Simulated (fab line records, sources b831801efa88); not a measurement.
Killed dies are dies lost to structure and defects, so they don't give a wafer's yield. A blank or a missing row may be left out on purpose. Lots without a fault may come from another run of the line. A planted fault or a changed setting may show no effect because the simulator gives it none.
One fault seen from 2 desks | flow gf180mcu | each desk has only its own numbers; what lay behind them comes last

THE METROLOGY DESK
What the gauges read, lot by lot, whatever tool the lot ran on: means of the sampled wafers that have a number. A lot is out of limits, marked OUT, if its mean lies more than 4 standard deviations from the usual mean; the brackets give that distance.
Columns: A = V3_BOW at GF_V3_BOW_MEAS_05, usual 118 um; B = V3_W_THK at GF_V3_THK_MEAS_25, usual 356 nm; C = V4_CVD_00_THK at GF_V4_THK_MEAS_01, usual 599 nm
lot  | first seen here | A   | B   | C
L611 | day 21 19:12    | 126 | 353 | 608
L612 | day 22 04:12    | 112 | 360 | 595
L613 | day 22 13:25    | 127 | 357 | 604
L616 | day 23 23:33    | 113 | 353 | 594
L617 | day 24 03:56    | 116 | 353 | 601
L618 | day 24 19:34    | 118 | 358 | 600
L619 | day 25 01:27    | 113 | 360 | 597
L620 | day 25 05:45    | 126 | 361 | 396 (-41) OUT
L621 | day 25 12:13    | 126 | 366 | 593
L631 | day 28 09:06    | 112 | 361 | 603
L632 | day 28 15:29    | 116 | 347 | 597
L633 | day 29 08:25    | 118 | 359 | 597
This desk's finding: out of limits on L620; first on L620, day 27 02:33 (V4_CVD_00_THK at GF_V4_THK_MEAS_01). In limits: L611, L612, L613, L616, L617, L618, L619, L621, L631, L632, L633.

THE TOOL OWNER'S DESK: hdpcvd-02
The tool's own readings at GF_V4_CVD_00 (deposits SiO2, target thk 600 nm, time 100 s): means of the sampled wafers that have a number, for each lot that ran on this tool. A lot is out of limits, marked OUT, if its mean lies more than 4 standard deviations from the usual mean; the brackets give that distance.
Columns: A = sih4_flow_sccm at GF_V4_CVD_00, usual 59.99 sccm
lot  | first seen here | A
L612 | day 24 05:20    | 59.77
L613 | day 24 13:09    | 60.13
L616 | day 25 20:52    | 60.05
L617 | day 26 01:14    | 60.12
L618 | day 26 16:31    | 59.87
L619 | day 26 21:55    | 59.98
L620 | day 27 02:28    | 39.92 (-99 or more) OUT
This desk's finding: out of limits on L620; first on L620, day 27 02:28 (sih4_flow_sccm at GF_V4_CVD_00). In limits: L612, L613, L616, L617, L618, L619.

PUT TOGETHER
The tool owner's desk could have raised an alarm at day 27 02:28, on L620.
The metrology desk could have raised an alarm at day 27 02:33, on L620.
Of the lots named, all ran GF_V4_CVD_00 on hdpcvd-02.

WHAT THE SIMULATOR HAD PUT IN
Process parameter drift: hdpcvd-02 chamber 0, from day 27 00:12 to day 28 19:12, at GF_V4_CVD_00. Setting sih4_flow_sccm, moved by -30, from 60. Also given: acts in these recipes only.
Lots struck among those shown: L620.
Hours from the fault's start to each desk's first reading out of limits: the tool owner's desk, 2; the metrology desk, 2.
